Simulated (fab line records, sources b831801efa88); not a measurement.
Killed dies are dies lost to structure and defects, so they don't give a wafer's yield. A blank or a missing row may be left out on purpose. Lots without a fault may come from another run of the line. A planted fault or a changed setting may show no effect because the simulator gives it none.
Which tool did it? | flow gf180mcu | 24 lots, 72 wafers sampled, at 6 steps of a route of 602

WHAT THE GAUGES READ, wafer by wafer
GF_M3_RS_MEAS_05: measures by four-point-probe.
lot  | measured     | on            | M3_ALCU_RS (ohm/sq)
L074 | day 20 03:14 | film_metro-04 | 0.0704 0.0704 0.0701
L075 | day 20 17:56 | film_metro-02 | 0.0696 0.0704 0.0694
L076 | day 21 04:26 | film_metro-02 | 0.0693 0.0681 0.0683
L077 | day 21 08:10 | film_metro-04 | 0.0695 0.0701 0.0695
L078 | day 21 17:31 | film_metro-03 | 0.0705 0.0695 0.0707
L079 | day 22 00:47 | film_metro-03 | 0.0700 0.0681 0.0693
L080 | day 22 18:01 | film_metro-03 | 0.0696 0.0701 0.0703
L081 | day 22 22:56 | film_metro-03 | 0.0706 0.0693 0.0708
L082 | day 23 07:40 | film_metro-03 | 0.0709 0.0708 0.0706
L083 | day 23 12:08 | film_metro-03 | 0.0697 0.0706 0.0697
L084 | day 24 03:04 | film_metro-02 | 0.0687 0.0698 0.0683
L085 | day 24 05:35 | film_metro-04 | 0.0696 0.0706 0.0702
L086 | day 25 00:14 | film_metro-03 | 0.0707 0.0692 0.0698
L087 | day 25 10:14 | film_metro-02 | 0.0696 0.0700 0.0699
L088 | day 25 13:35 | film_metro-02 | 0.0701 0.0707 0.0706
L089 | day 25 18:29 | film_metro-02 | 0.0690 0.0687 0.0691
L090 | day 26 01:07 | film_metro-04 | 0.0694 0.0694 0.0699
L091 | day 26 11:12 | film_metro-03 | 0.0707 0.0703 0.0712
L092 | day 26 18:29 | film_metro-04 | 0.0700 0.0699 0.0692
L093 | day 27 01:08 | film_metro-04 | 0.0695 0.0691 0.0699
L094 | day 27 05:08 | film_metro-03 | 0.0708 0.0700 0.0711
L095 | day 27 14:46 | film_metro-02 | 0.0693 0.0691 0.0692
L096 | day 27 21:50 | film_metro-02 | 0.0691 0.0695 0.0692
L097 | day 28 03:55 | film_metro-04 | 0.0687 0.0691 0.0683

GF_V3_THK_MEAS_01.
lot  | measured     | on            | V3_CVD_00_THK (nm)
L074 | day 21 04:01 | film_metro-02 | 601 596 598
L075 | day 21 19:14 | film_metro-03 | 610 597 603
L076 | day 22 04:52 | film_metro-01 | 595 580 595
L077 | day 22 08:16 | film_metro-02 | 599 591 576
L078 | day 22 17:07 | film_metro-03 | 603 603 596
L079 | day 23 01:00 | film_metro-03 | 601 597 593
L080 | day 23 17:47 | film_metro-01 | 608 611 604
L081 | day 23 22:38 | film_metro-01 | 594 610 597
L082 | day 24 06:40 | film_metro-01 | 605 600 599
L083 | day 24 10:43 | film_metro-03 | 599 594 588
L084 | day 25 02:16 | film_metro-03 | 601 594 592
L085 | day 25 04:30 | film_metro-03 | 588 591 592
L086 | day 25 22:59 | film_metro-02 | 605 594 581
L087 | day 26 08:22 | film_metro-01 | 602 590 601
L088 | day 26 11:44 | film_metro-03 | 587 581 590
L089 | day 26 16:19 | film_metro-03 | 604 598 598
L090 | day 26 22:49 | film_metro-02 | 598 601 603
L091 | day 27 08:02 | film_metro-03 | 586 592 588
L092 | day 27 15:47 | film_metro-02 | 592 594 593
L093 | day 27 22:08 | film_metro-03 | 611 604 605
L094 | day 28 02:07 | film_metro-03 | 595 597 600
L095 | day 28 11:16 | film_metro-01 | 599 595 596
L096 | day 28 17:43 | film_metro-03 | 606 594 595
L097 | day 28 23:52 | film_metro-01 | 589 597 588

GF_M4_THK_MEAS_06: measures by xrf.
lot  | measured     | on            | M4_ALCU_THK (nm)
L074 | day 22 06:20 | film_metro-01 | 446 448 449
L075 | day 22 20:34 | film_metro-03 | 448 459 452
L076 | day 23 06:13 | film_metro-01 | 446 450 443
L077 | day 23 09:54 | film_metro-03 | 446 447 445
L078 | day 23 18:44 | film_metro-03 | 453 450 452
L079 | day 24 02:05 | film_metro-04 | 459 456 456
L080 | day 24 17:55 | film_metro-04 | 459 457 460
L081 | day 24 23:16 | film_metro-01 | 448 451 448
L082 | day 25 07:08 | film_metro-04 | 449 449 445
L083 | day 25 10:45 | film_metro-01 | 442 446 450
L084 | day 26 01:38 | film_metro-03 | 454 450 460
L085 | day 26 04:16 | film_metro-03 | 452 451 458
L086 | day 26 22:42 | film_metro-03 | 452 454 454
L087 | day 27 07:35 | film_metro-01 | 452 451 449
L088 | day 27 10:25 | film_metro-01 | 454 451 454
L089 | day 27 15:09 | film_metro-03 | 455 453 453
L090 | day 27 20:58 | film_metro-03 | 449 449 450
L091 | day 28 06:02 | film_metro-03 | 452 454 445
L092 | day 28 14:02 | film_metro-04 | 444 448 446
L093 | day 28 20:22 | film_metro-01 | 458 453 452
L094 | day 28 23:56 | film_metro-03 | 452 447 450
L095 | day 29 09:10 | film_metro-04 | 455 452 447
L096 | day 29 15:35 | film_metro-04 | 458 455 462
L097 | day 29 21:28 | film_metro-03 | 450 446 444

WHICH TOOL RAN EACH LOT (tool, then ch and the chambers of the sampled wafers, then the start)
lot  | GF_CONTACT_SPUTTER_23        | GF_M4_SPUTTER_01             | GF_M4_SPUTTER_04
L074 | pvd_sputter-04, day 15 21:43 | pvd_sputter-04, day 22 06:05 | pvd_sputter-04, day 22 06:10
L075 | pvd_sputter-03, day 16 13:11 | pvd_sputter-03, day 22 20:19 | pvd_sputter-03, day 22 20:23
L076 | pvd_sputter-03, day 16 21:47 | pvd_sputter-01, day 23 05:58 | pvd_sputter-01, day 23 06:03
L077 | pvd_sputter-02, day 17 01:28 | pvd_sputter-01, day 23 09:40 | pvd_sputter-01, day 23 09:44
L078 | pvd_sputter-04, day 17 11:52 | pvd_sputter-01, day 23 18:30 | pvd_sputter-01, day 23 18:35
L079 | pvd_sputter-03, day 17 17:20 | pvd_sputter-03, day 24 01:51 | pvd_sputter-03, day 24 01:56
L080 | pvd_sputter-03, day 18 08:47 | pvd_sputter-03, day 24 17:40 | pvd_sputter-03, day 24 17:44
L081 | pvd_sputter-02, day 18 16:29 | pvd_sputter-01, day 24 23:01 | pvd_sputter-01, day 24 23:05
L082 | pvd_sputter-04, day 19 01:29 | pvd_sputter-03, day 25 06:53 | pvd_sputter-03, day 25 06:58
L083 | pvd_sputter-04, day 19 08:44 | pvd_sputter-04, day 25 10:30 | pvd_sputter-04, day 25 10:35
L084 | pvd_sputter-03, day 19 21:17 | pvd_sputter-01, day 26 01:24 | pvd_sputter-01, day 26 01:29
L085 | pvd_sputter-02, day 20 01:59 | pvd_sputter-04, day 26 04:01 | pvd_sputter-04, day 26 04:06
L086 | pvd_sputter-02, day 20 20:49 | pvd_sputter-03, day 26 22:28 | pvd_sputter-03, day 26 22:32
L087 | pvd_sputter-03, day 21 08:25 | pvd_sputter-01, day 27 07:21 | pvd_sputter-01, day 27 07:26
L088 | pvd_sputter-02, day 21 11:44 | pvd_sputter-03, day 27 10:10 | pvd_sputter-03, day 27 10:14
L089 | pvd_sputter-02, day 21 17:20 | pvd_sputter-01, day 27 14:55 | pvd_sputter-01, day 27 14:59
L090 | pvd_sputter-03, day 22 00:07 | pvd_sputter-01, day 27 20:43 | pvd_sputter-01, day 27 20:47
L091 | pvd_sputter-03, day 22 12:04 | pvd_sputter-01, day 28 05:46 | pvd_sputter-01, day 28 05:51
L092 | pvd_sputter-04, day 22 20:15 | pvd_sputter-03, day 28 13:47 | pvd_sputter-03, day 28 13:52
L093 | pvd_sputter-02, day 23 03:09 | pvd_sputter-01, day 28 20:07 | pvd_sputter-01, day 28 20:12
L094 | pvd_sputter-03, day 23 07:13 | pvd_sputter-04, day 28 23:41 | pvd_sputter-04, day 28 23:46
L095 | pvd_sputter-04, day 23 18:37 | pvd_sputter-01, day 29 08:55 | pvd_sputter-01, day 29 09:00
L096 | pvd_sputter-02, day 24 02:47 | pvd_sputter-01, day 29 15:21 | pvd_sputter-01, day 29 15:26
L097 | pvd_sputter-03, day 24 09:22 | pvd_sputter-04, day 29 21:14 | pvd_sputter-04, day 29 21:19
- GF_CONTACT_SPUTTER_23: material TiN, target thk 10 nm, time 40 s.
- GF_M4_SPUTTER_01: material TiN, target thk 30 nm, time 25 s.
- GF_M4_SPUTTER_04: material TiN, target thk 50 nm, time 41.7 s.

WHAT THE TOOLS THEMSELVES READ (means of the sampled wafers that have a number; where no wafer has one, the mark that the record gives instead)
GF_CONTACT_SPUTTER_23.
lot  | tool           | throttle_valve_pct (%)
L074 | pvd_sputter-04 | 28.7
L075 | pvd_sputter-03 | 30.5
L076 | pvd_sputter-03 | 30.4
L077 | pvd_sputter-02 | 30.6
L078 | pvd_sputter-04 | 29.3
L079 | pvd_sputter-03 | 30.1
L080 | pvd_sputter-03 | 29.9
L081 | pvd_sputter-02 | 29.8
L082 | pvd_sputter-04 | 28.8
L083 | pvd_sputter-04 | 29.3
L084 | pvd_sputter-03 | 31.4
L085 | pvd_sputter-02 | 30.0
L086 | pvd_sputter-02 | 30.2
L087 | pvd_sputter-03 | 30.4
L088 | pvd_sputter-02 | 31.3
L089 | pvd_sputter-02 | 31.3
L090 | pvd_sputter-03 | 30.4
L091 | pvd_sputter-03 | 29.6
L092 | pvd_sputter-04 | 28.7
L093 | pvd_sputter-02 | 31.2
L094 | pvd_sputter-03 | 29.6
L095 | pvd_sputter-04 | 29.9
L096 | pvd_sputter-02 | 31.0
L097 | pvd_sputter-03 | 30.4

GF_M4_SPUTTER_01.
lot  | tool           | throttle_valve_pct (%)
L074 | pvd_sputter-04 | 29.3
L075 | pvd_sputter-03 | 31.3
L076 | pvd_sputter-01 | 30.2
L077 | pvd_sputter-01 | 30.5
L078 | pvd_sputter-01 | 30.6
L079 | pvd_sputter-03 | 30.2
L080 | pvd_sputter-03 | 29.8
L081 | pvd_sputter-01 | 29.6
L082 | pvd_sputter-03 | 30.2
L083 | pvd_sputter-04 | 29.1
L084 | pvd_sputter-01 | 29.8
L085 | pvd_sputter-04 | 29.1
L086 | pvd_sputter-03 | 31.4
L087 | pvd_sputter-01 | 29.8
L088 | pvd_sputter-03 | 30.7
L089 | pvd_sputter-01 | 30.3
L090 | pvd_sputter-01 | 30.3
L091 | pvd_sputter-01 | 30.4
L092 | pvd_sputter-03 | 30.4
L093 | pvd_sputter-01 | 29.9
L094 | pvd_sputter-04 | 29.9
L095 | pvd_sputter-01 | 29.9
L096 | pvd_sputter-01 | 30.9
L097 | pvd_sputter-04 | 29.4

GF_M4_SPUTTER_04.
lot  | tool           | throttle_valve_pct (%)
L074 | pvd_sputter-04 | 29.3
L075 | pvd_sputter-03 | 31.4
L076 | pvd_sputter-01 | 30.3
L077 | pvd_sputter-01 | 30.6
L078 | pvd_sputter-01 | 30.5
L079 | pvd_sputter-03 | 30.3
L080 | pvd_sputter-03 | 29.7
L081 | pvd_sputter-01 | 29.6
L082 | pvd_sputter-03 | 30.2
L083 | pvd_sputter-04 | 29.4
L084 | pvd_sputter-01 | 29.8
L085 | pvd_sputter-04 | 29.1
L086 | pvd_sputter-03 | 31.2
L087 | pvd_sputter-01 | 29.8
L088 | pvd_sputter-03 | 30.9
L089 | pvd_sputter-01 | 30.4
L090 | pvd_sputter-01 | 30.4
L091 | pvd_sputter-01 | 30.7
L092 | pvd_sputter-03 | 30.4
L093 | pvd_sputter-01 | 29.8
L094 | pvd_sputter-04 | 29.9
L095 | pvd_sputter-01 | 29.8
L096 | pvd_sputter-01 | 31.1
L097 | pvd_sputter-04 | 29.3

THE ANSWER, worked out from the rows above alone
Rule: what is usual is taken from the lots themselves. Put in order of their means at a reading, lots are off if they are a third of the lots or fewer, leave a main group of 4 or more, and stand apart from it by a gap of 3 or more times the standard deviation of the main group's means; of several such gaps the widest counts. A main group whose means are all the same, to the digits that the tables above print for the reading, isn't used. A lot without any number at a reading at which 4 lots or more have one is off too. The other lots that the step has rows for count as sound. The gauges are gone through in route order, then the tools' own readings, and for those a lot's mean is taken as printed above. The first step at which some lot is off is used, and at that step the reading that is off furthest; a lot without a number counts as furthest.
No lot is off at any reading shown: from this, nothing can be told.

WHAT THE SIMULATOR HAD PUT IN
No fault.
